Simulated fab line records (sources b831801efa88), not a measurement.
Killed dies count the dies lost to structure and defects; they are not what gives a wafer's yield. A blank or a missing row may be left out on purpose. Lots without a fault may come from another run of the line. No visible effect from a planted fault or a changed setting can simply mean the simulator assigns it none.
2 desks looking at one fault || flow sky130 || only its own numbers are on each desk; what lay behind them is given at the end

## AT THE TOOL OWNER'S DESK: implanter-04
For each lot that ran on this tool, the mean over its sampled wafers that have a number, from the tool's own readings at SKY_LDD_LDN_IMPLANT_08. Any lot whose mean is over 4 standard deviations away from the usual mean is out of limits and marked OUT; that distance is given in the brackets.
Columns: A = dose-ions-cm2 at SKY_LDD_LDN_IMPLANT_08, usual 1.2499e+13; B = faraday-current-uA at SKY_LDD_LDN_IMPLANT_08, usual 70.6; C = rotation-deg at SKY_LDD_LDN_IMPLANT_08, usual 22.999 degrees
{"lot": "L423", "first seen here": "day 23 08:41", "A": 1.2493e+13, "B": 70.1, "C": 22.995}
{"lot": "L425", "first seen here": "day 23 19:50", "A": 1.2496e+13, "B": 70.6, "C": 22.974}
{"lot": "L439", "first seen here": "day 29 19:45", "A": "1.1649e+13 (-77) OUT", "B": 66.1, "C": 23.020}
{"lot": "L437", "first seen here": "day 29 21:17", "A": "1.1629e+13 (-79) OUT", "B": 66.2, "C": 22.996}
Finding of this desk: L437, L439 out of limits; the first was L439 at day 29 19:45, on dose-ions-cm2 at SKY_LDD_LDN_IMPLANT_08. L423, L425 stayed within limits.

## FROM THE METROLOGY DESK
Means of the sampled wafers that have a number, per lot and without regard to the tool the lot ran on: this is what the gauges read. Any lot whose mean is over 4 standard deviations away from the usual mean is out of limits and marked OUT; that distance is given in the brackets.
Columns: A = VT_ADJUST_LVTN_01_OVL at SKY_VT_ADJUST_LVTN_OVL_MEAS_18, usual -0.7 nm; B = VT_ADJUST_LVTN_2_TW at SKY_VT_ADJUST_LVTN_TW_MEAS_21, usual 188.2; C = LI_CONTACT_HDPCVD_THK at SKY_LI_CONTACT_THK_MEAS_01, usual 931 nm
{"lot": "L421", "first seen here": "day 7 16:20", "A": -0.1, "B": 187.8, "C": 935}
{"lot": "L422", "first seen here": "day 7 19:25", "A": -1.6, "B": 189.1, "C": 918}
{"lot": "L423", "first seen here": "day 8 03:31", "A": 0.4, "B": 188.3, "C": 934}
{"lot": "L424", "first seen here": "day 8 06:22", "A": -1.3, "B": 188.1, "C": 922}
{"lot": "L425", "first seen here": "day 8 12:55", "A": -1.3, "B": 189.4, "C": 928}
{"lot": "L429", "first seen here": "day 10 02:55", "A": -0.8, "B": 187.5, "C": 938}
{"lot": "L431", "first seen here": "day 10 11:58", "A": 0.9, "B": 187.4, "C": 938}
{"lot": "L430", "first seen here": "day 10 12:31", "A": -1.1, "B": 187.6, "C": 917}
{"lot": "L432", "first seen here": "day 11 01:35", "A": -1.5, "B": 187.4, "C": 933}
{"lot": "L439", "first seen here": "day 13 05:04", "A": -0.5, "B": 188.4, "C": 932}
{"lot": "L437", "first seen here": "day 13 06:10", "A": -2.4, "B": 189.5, "C": 930}
{"lot": "L438", "first seen here": "day 13 06:19", "A": -1.8, "B": 189.0, "C": 942}
{"lot": "L443", "first seen here": "day 14 11:04", "A": 0.1, "B": 187.3, "C": 930}
{"lot": "L444", "first seen here": "day 14 11:22", "A": -2.1, "B": 188.6, "C": 925}
This desk found nothing out of limits on any of the 14 lots.

## ALL TOGETHER
On L437, L439, at day 29 19:45, an alarm was possible from the tool owner's desk.
At the metrology desk, nothing out of limits was observed.
The metrology desk has L437, L439 on record, within its limits.
All the named lots went through SKY_LDD_LDN_IMPLANT_08 on implanter-04.

## WHAT THE SIMULATOR HAD INSERTED
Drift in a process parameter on implanter-04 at SKY_LDD_LDN_IMPLANT_08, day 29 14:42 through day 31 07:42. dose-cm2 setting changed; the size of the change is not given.
Shown lots that were struck: L437, L439.
Each desk's first reading out of limits, in hours after the fault started: the tool owner's desk, 5.
